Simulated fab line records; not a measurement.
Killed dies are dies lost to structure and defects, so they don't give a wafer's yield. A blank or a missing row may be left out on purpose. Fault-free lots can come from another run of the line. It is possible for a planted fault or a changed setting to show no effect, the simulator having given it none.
What tool caused it? ; flow sfqLine ; Sampling: 15 lots, 45 wafers, 5 of 325 route steps

## WHAT THE GAUGES READ, wafer by wafer
SFQ_M2_RS_MEAS_914: uses a four-point probe to measure. Usual: for M2_NB_RS the level is 0.889 ohm/sq and the standard deviation is 0.0093.
lot;measured;on;M2_NB_RS (ohm/sq);flag
L207;day 17 08:30;filmMetro-01;0.897 0.896 0.894;
L208;day 17 23:56;filmMetro-01;0.895 0.899 0.888;
L209;day 18 02:20;filmMetro-03;0.881 0.881 0.888;
L213;day 19 09:08;filmMetro-01;0.890 0.894 0.903;
L214;day 19 12:41;filmMetro-03;0.888 0.888 0.870;
L215;day 20 10:19;filmMetro-03;0.890 0.892 0.883;
L216;day 21 00:41;filmMetro-02;0.890 0.890 0.889;
L217;day 21 11:29;filmMetro-02;0.892 0.879 0.888;
L219;day 22 09:07;filmMetro-03;0.882 0.887 0.882;
L224;day 24 05:52;filmMetro-01;- - -;OFF
L225;day 24 09:27;filmMetro-03;- - -;OFF
L226;day 24 20:01;filmMetro-01;- - -;OFF
L227;day 25 12:28;filmMetro-02;0.901 0.890 0.882;
L228;day 25 22:04;filmMetro-03;0.889 0.898 0.894;
L229;day 26 13:19;filmMetro-01;0.874 0.872 0.871;

## WHICH TOOL RAN EACH LOT (tool, then ch and the chambers of the sampled wafers, then the start)
lot;SFQ_TRILAYER_I0_VIA_BARC_OPEN_VIA_ETCH_046;SFQ_TRILAYER_I1_DEP_PECVD_045;SFQ_TRILAYER_I1_VIA_STRIP_STRIP_053;SFQ_TRILAYER_M2_DEP_SPUTTER_055
L207;rieDiel-01 ch 0,1, day 10 16:14;pecvd-02 ch 0,1,2, day 13 12:55;rieMetal-02 ch 0,1, day 17 07:45;pvdSputter-06, day 17 08:21
L208;rieDiel-02 ch 0,2,3, day 10 21:58;pecvd-02 ch 0,1,2, day 13 20:15;rieMetal-01 ch 0,1, day 17 23:03;pvdSputter-04, day 17 23:51
L209;rieDiel-02 ch 0,1,2, day 11 07:07;pecvd-02 ch 0,1,2, day 14 04:44;rieMetal-01 ch 0,1, day 18 01:27;pvdSputter-04, day 18 02:15
L213;rieDiel-02 ch 0,2, day 12 08:19;pecvd-04 ch 0,1, day 15 07:08;rieMetal-02 ch 0,1, day 19 08:24;pvdSputter-06, day 19 09:00
L214;rieDiel-01 ch 0,1,3, day 12 09:31;pecvd-01 ch 0,1,2, day 15 09:32;rieMetal-01 ch 0,1, day 19 11:48;pvdSputter-05, day 19 12:36
L215;rieDiel-02 ch 0,3, day 13 04:43;pecvd-02 ch 1,2, day 16 05:46;rieMetal-01 ch 0,1, day 20 09:24;pvdSputter-06, day 20 10:13
L216;rieDiel-02 ch 2,3, day 13 13:07;pecvd-04 ch 0,2, day 16 20:10;rieMetal-02 ch 0,1, day 20 23:48;pvdSputter-06, day 21 00:36
L217;rieDiel-04 ch 0,2,3, day 13 21:31;pecvd-02 ch 0,1, day 17 09:33;rieMetal-01 ch 0,1, day 21 10:36;pvdSputter-06, day 21 11:24
L219;rieDiel-04 ch 1,2, day 14 09:37;pecvd-01 ch 1,2, day 18 04:41;rieMetal-02 ch 0,1, day 22 08:12;pvdSputter-06, day 22 09:00
L224;rieDiel-04 ch 0,1, day 15 19:13;pecvd-04 ch 0,1, day 19 17:24;rieMetal-03 ch 0,1, day 24 04:56;pvdSputter-04, day 24 05:46
L225;rieDiel-02 ch 0,2,3, day 15 21:37;pecvd-02 ch 0,2, day 19 18:36;rieMetal-01 ch 0,1, day 24 08:32;pvdSputter-06, day 24 09:20
L226;rieDiel-04 ch 0,3, day 16 06:01;pecvd-04 ch 1,2, day 20 05:25;rieMetal-01 ch 0,1, day 24 19:08;pvdSputter-04, day 24 19:56
L227;rieDiel-04 ch 0,2, day 16 21:37;pecvd-01 ch 0,1,2, day 20 19:48;rieMetal-01 ch 0,1, day 25 11:35;pvdSputter-04, day 25 12:23
L228;rieDiel-01 ch 0,1,2, day 17 06:11;pecvd-02 ch 0,1,2, day 21 04:13;rieMetal-01 ch 0,1, day 25 21:11;pvdSputter-04, day 25 21:59
L229;rieDiel-02 ch 1,2,3, day 17 21:41;pecvd-01 ch 0,1,2, day 21 18:37;rieMetal-03 ch 0,1, day 26 12:13;pvdSputter-06, day 26 13:13
- SFQ_TRILAYER_I0_VIA_BARC_OPEN_VIA_ETCH_046: etches BARC in O2, target depth 125 nm, time 41.7 s.
- SFQ_TRILAYER_I1_DEP_PECVD_045: deposits SiO2 from SiH4/N2O, time 111.11 s, target thk 500 nm.
- SFQ_TRILAYER_I1_VIA_STRIP_STRIP_053: strips in O2.
- SFQ_TRILAYER_M2_DEP_SPUTTER_055: material Nb, target thk 200 nm, time 133.3 s.

## AS READ BY THE TOOLS THEMSELVES (means over the sampled wafers that have a number; for cases with no such wafer, the mark the record gives instead)
SFQ_TRILAYER_I0_VIA_BARC_OPEN_VIA_ETCH_046. Usual: drypumpMotorCurrentA 5.4 A, standard deviation 0.36; oesProductAu 0.685 a.u., standard deviation 0.0051.
lot;tool;drypumpMotorCurrentA (A);oesProductAu (a.u.);flag
L207;rieDiel-01;5.2;0.690;
L208;rieDiel-02;5.9;0.686;
L209;rieDiel-02;5.6;0.687;
L213;rieDiel-02;5.8;0.686;
L214;rieDiel-01;5.2;0.689;
L215;rieDiel-02;5.9;0.688;
L216;rieDiel-02;6.0;0.684;
L217;rieDiel-04;5.1;0.685;
L219;rieDiel-04;5.6;0.683;
L224;rieDiel-04;5.4;0.681;
L225;rieDiel-02;5.9;0.688;
L226;rieDiel-04;4.9;0.686;
L227;rieDiel-04;5.2;0.686;
L228;rieDiel-01;5.3;0.686;
L229;rieDiel-02;5.7;0.687;

SFQ_TRILAYER_I1_DEP_PECVD_045. Usual: chamberPressureTorr 2.401 Torr, standard deviation 0.0058; heaterPowerW 83 W, standard deviation 16; throttleValvePct 25.1 %, standard deviation 0.9.
lot;tool;chamberPressureTorr (Torr);heaterPowerW (W);throttleValvePct (%);flag
L207;pecvd-02;2.403;94;25.4;
L208;pecvd-02;2.405;91;25.4;
L209;pecvd-02;2.398;97;25.5;
L213;pecvd-04;2.401;82;25.0;
L214;pecvd-01;2.400;72;25.2;
L215;pecvd-02;2.403;107;25.6;
L216;pecvd-04;2.393;77;24.7;
L217;pecvd-02;2.406;80;24.8;
L219;pecvd-01;2.398;69;24.7;
L224;pecvd-04;2.408;81;25.5;
L225;pecvd-02;2.398;109;25.8;
L226;pecvd-04;2.406;78;24.1;
L227;pecvd-01;2.400;76;25.4;
L228;pecvd-02;2.402;84;25.5;
L229;pecvd-01;2.406;73;25.3;

SFQ_TRILAYER_I1_VIA_STRIP_STRIP_053. Usual: drypumpMotorCurrentA 5.87 A, standard deviation 0.19; oesProductAu 0.997 a.u., standard deviation 0.0077.
lot;tool;drypumpMotorCurrentA (A);oesProductAu (a.u.);flag
L207;rieMetal-02;5.81;0.991;
L208;rieMetal-01;5.84;0.999;
L209;rieMetal-01;5.83;0.996;
L213;rieMetal-02;5.82;0.997;
L214;rieMetal-01;5.81;0.999;
L215;rieMetal-01;5.80;0.999;
L216;rieMetal-02;6.03;0.999;
L217;rieMetal-01;5.80;0.999;
L219;rieMetal-02;5.81;0.990;
L224;rieMetal-03;5.92;0.996;
L225;rieMetal-01;5.80;0.995;
L226;rieMetal-01;5.82;0.996;
L227;rieMetal-01;5.83;0.993;
L228;rieMetal-01;5.79;0.997;
L229;rieMetal-03;5.93;0.999;

SFQ_TRILAYER_M2_DEP_SPUTTER_055. Usual: basePressurePa 1.34e-06 Pa, standard deviation 9.3e-08; cathodeDcPowerW 1999.9 W, standard deviation 0.32; throttleValvePct 30.7 %, standard deviation 0.86.
lot;tool;basePressurePa (Pa);cathodeDcPowerW (W);throttleValvePct (%);flag
L207;pvdSputter-06;1.39e-06;2000.3;32.2;
L208;pvdSputter-04;1.29e-06;1999.8;30.3;
L209;pvdSputter-04;1.37e-06;1999.8;30.4;
L213;pvdSputter-06;1.47e-06;1999.9;32.0;
L214;pvdSputter-05;1.38e-06;1999.9;30.5;
L215;pvdSputter-06;1.33e-06;1999.9;31.5;
L216;pvdSputter-06;1.38e-06;1999.9;31.8;
L217;pvdSputter-06;1.26e-06;1999.5;31.5;
L219;pvdSputter-06;1.34e-06;1999.9;31.2;
L224;pvdSputter-04;-;-;-;OFF
L225;pvdSputter-06;-;-;-;OFF
L226;pvdSputter-04;-;-;-;OFF
L227;pvdSputter-04;1.27e-06;1999.8;30.0;
L228;pvdSputter-04;1.35e-06;2000.0;30.2;
L229;pvdSputter-06;1.29e-06;1999.8;31.6;

## THE ANSWER, worked out from the rows above alone
Rule: lot off if the mean of its wafers having a number is beyond 3 standard deviations from the usual mean. Also off: a lot with no number at a reading for which 4 or more lots have one. All remaining lots with rows at the step are treated as sound. The gauges are gone through in route order, then the tools' own readings, and for those a lot's mean is taken as printed above. At the first step where some lot is off, the reading lying furthest off is the one used; lots without a number count as furthest.
Off: at SFQ_M2_RS_MEAS_914 (M2_NB_RS), L224, L225, L226. Without a number there: L224, L225, L226.
A tool fits if, at a process step before that reading, it ran every lot that is off, and no sound lot after the first of them. The gauges at SFQ_M2_RS_MEAS_914 aren't tried: what is off there is off at SFQ_TRILAYER_M2_DEP_SPUTTER_055 too, on other tools, and a gauge's error can't cause that. Of those tried, none fits.

## WHAT WAS PUT IN BY THE SIMULATOR
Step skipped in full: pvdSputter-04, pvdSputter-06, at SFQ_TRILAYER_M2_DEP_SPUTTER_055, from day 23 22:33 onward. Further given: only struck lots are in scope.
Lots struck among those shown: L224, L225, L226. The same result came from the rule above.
